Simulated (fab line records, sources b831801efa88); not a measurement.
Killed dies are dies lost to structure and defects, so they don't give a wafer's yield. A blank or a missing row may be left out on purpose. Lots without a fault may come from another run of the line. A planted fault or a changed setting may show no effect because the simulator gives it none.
A struck lot beside a sound one | flow sky130 | 18 steps out of a route of 708
Sound: wafers L542.1, L542.5, L542.6. Struck: wafer L545.4. (L545.3, L545.6 of the same lot were not struck and are left out.) The cause comes at the end.
At each step with rows: each side's tool, then ch and its chambers, then its first start. Under that, the readings that differ: sound wafers | struck wafers | difference of the means | sigmas: that difference in standard deviations of wafers without a fault.
alike: readings whose means differ by less than 2 such deviations, and words and numbers that are the same on both sides. not compared: withheld readings, readings that some wafer has no value for, bounds like >300 that may hide the same value, and numbers for which the record gives no deviation and whose values overlap.
The two part at a step that has a row with sigmas, a row that says differs or no value, or rows on one side only. Numbers that don't overlap but have no deviation are shown without sigmas and don't part them. A reading that every wafer of one side lacks parts them only if that side has two wafers or more.

first, 2 steps without rows for these wafers: SKY_CONTACT_PEB_12; SKY_CONTACT_DEVELOP_13 (develop time 60 s).
SKY_CONTACT_CD_MEAS_14: target cd 170 nm.
  sound on cd_sem-02, day 33 15:07; struck on cd_sem-01, day 34 11:02
  alike: cd_nm
SKY_CONTACT_OVL_MEAS_15:
  sound on overlay-01, day 33 15:14; struck on overlay-01, day 34 11:07
  alike: CONTACT_OVL
SKY_CONTACT_ETCH_16: etches BARC in N2/H2, stops on SiO2, time 45.9 s, target depth 60 nm.
  sound on rie_diel-01 ch 0,1,2, day 33 15:16; struck on rie_diel-01 ch 2, day 34 11:09
  alike: drypump_motor_current_A, h2_flow_sccm, n2_flow_sccm, oes_product_au, rf_fwd_power_W, throttle_valve_pct
  not compared: rf_hours_counter_h
SKY_CONTACT_ETCH_17: etches SiO2 in C4F8/O2/Ar, stops on Si3N4, target depth 340 nm.
  sound on rie_diel-01 ch 0,1,2, day 33 15:19; struck on rie_diel-01 ch 2, day 34 11:11
  alike: oes_product_au, rf_fwd_power_W
SKY_CONTACT_ETCH_18: etches Si3N4 in CHF3/O2, stops on TiN, time 39 s, target depth 75 nm.
  sound on rie_diel-01 ch 0,1,2; struck on rie_diel-01 ch 2
  alike: drypump_motor_current_A, oes_product_au, rf_fwd_power_W, throttle_valve_pct
  not compared: rf_hours_counter_h
SKY_CONTACT_STRIP_19: strips in O2/N2.
  sound on plasma_asher-03 ch 0,1, day 33 15:24; struck on plasma_asher-03 ch 1, day 34 11:19
  alike: drypump_motor_current_A, n2_flow_sccm, oes_product_au, strip_time_to_endpoint_s
  not compared: rf_hours_counter_h
then, 3 steps without rows for these wafers: SKY_CONTACT_STRIP_20 (strips in post etch residue remover, time 1200 s); SKY_CONTACT_CLEAN_21 (cleans in IPA, time 180 s); SKY_CONTACT_CLEAN_22 (cleans in O3/DIW).
SKY_CONTACT_SPUTTER_23: material TiN, target thk 20 nm, time 80 s.
  sound on pvd_sputter-02, day 33 16:02; struck on pvd_sputter-04, day 34 11:52
  alike: throttle_valve_pct
SKY_CONTACT_CVD_24: deposits W, target thk 340 nm, time 102.12 s.
  sound on cvd_w-02 ch 0,1, day 33 16:06; struck on cvd_w-01 ch 1, day 34 11:58
  reading                               | sound             | struck | difference | sigmas
  model.W_of_CONTACT_CVD_24.thk_nm (nm) | 337.7 336.7 335.3 | 445.1  | +108.5     |
  alike: heater_power_w
  not compared: since_wet_clean_h
SKY_CONTACT_RS_MEAS_25: measures by four-point-probe.
  sound on film_metro-03, day 33 16:13; struck on film_metro-03, day 34 12:05
  reading               | sound             | struck | difference | sigmas
  CONTACT_W_RS (ohm/sq) | 0.340 0.341 0.343 | 0.257  | -0.084     | -22
SKY_CONTACT_THK_MEAS_26: measures by xrf.
  sound on film_metro-03, day 33 16:20; struck on film_metro-03, day 34 12:11
  reading            | sound       | struck | difference | sigmas
  CONTACT_W_THK (nm) | 354 355 353 | 483    | +129       | +20
SKY_CONTACT_CMP_27: polishes, stops on SiO2, t overpolish 15 s, target thk 0 nm.
  sound on cmp-02 ch 0,3, day 33 16:26; struck on cmp-01 ch 2, day 34 12:16
  reading                | sound    | struck | difference | sigmas
  time_to_endpoint_s (s) | 73 74 84 | 117    | +40        | +7
  alike: head_pressure_psi, motor_current_A
then, 1 step without rows for these wafers: SKY_METAL1_SPUTTER_00 (material Ti, target thk 15 nm, time 10 s).
-- the record jumps here: 14 days lie between the struck wafers' starts before and after (it left off in module METAL1 and takes up again in module PAD_OPEN, whose first step shown is number 708 of the route) --
SKY_PAD_OPEN_PROBE_99:
  sound on prober-01, day 47 10:31; struck on prober-02, day 48 02:26
  reading            | sound    | struck | difference | sigmas
  killed_at_contacts | 20 26 33 | 39     | +13        | +2
  alike: killed_at_M0_to_M3, killed_at_M4_up, killed_at_front_end, killed_at_other, killed_dies, killed_open, killed_short

WHERE THEY PART
First at SKY_CONTACT_RS_MEAS_25; last, within this record, at SKY_PAD_OPEN_PROBE_99.

WHY: what the simulator had put in
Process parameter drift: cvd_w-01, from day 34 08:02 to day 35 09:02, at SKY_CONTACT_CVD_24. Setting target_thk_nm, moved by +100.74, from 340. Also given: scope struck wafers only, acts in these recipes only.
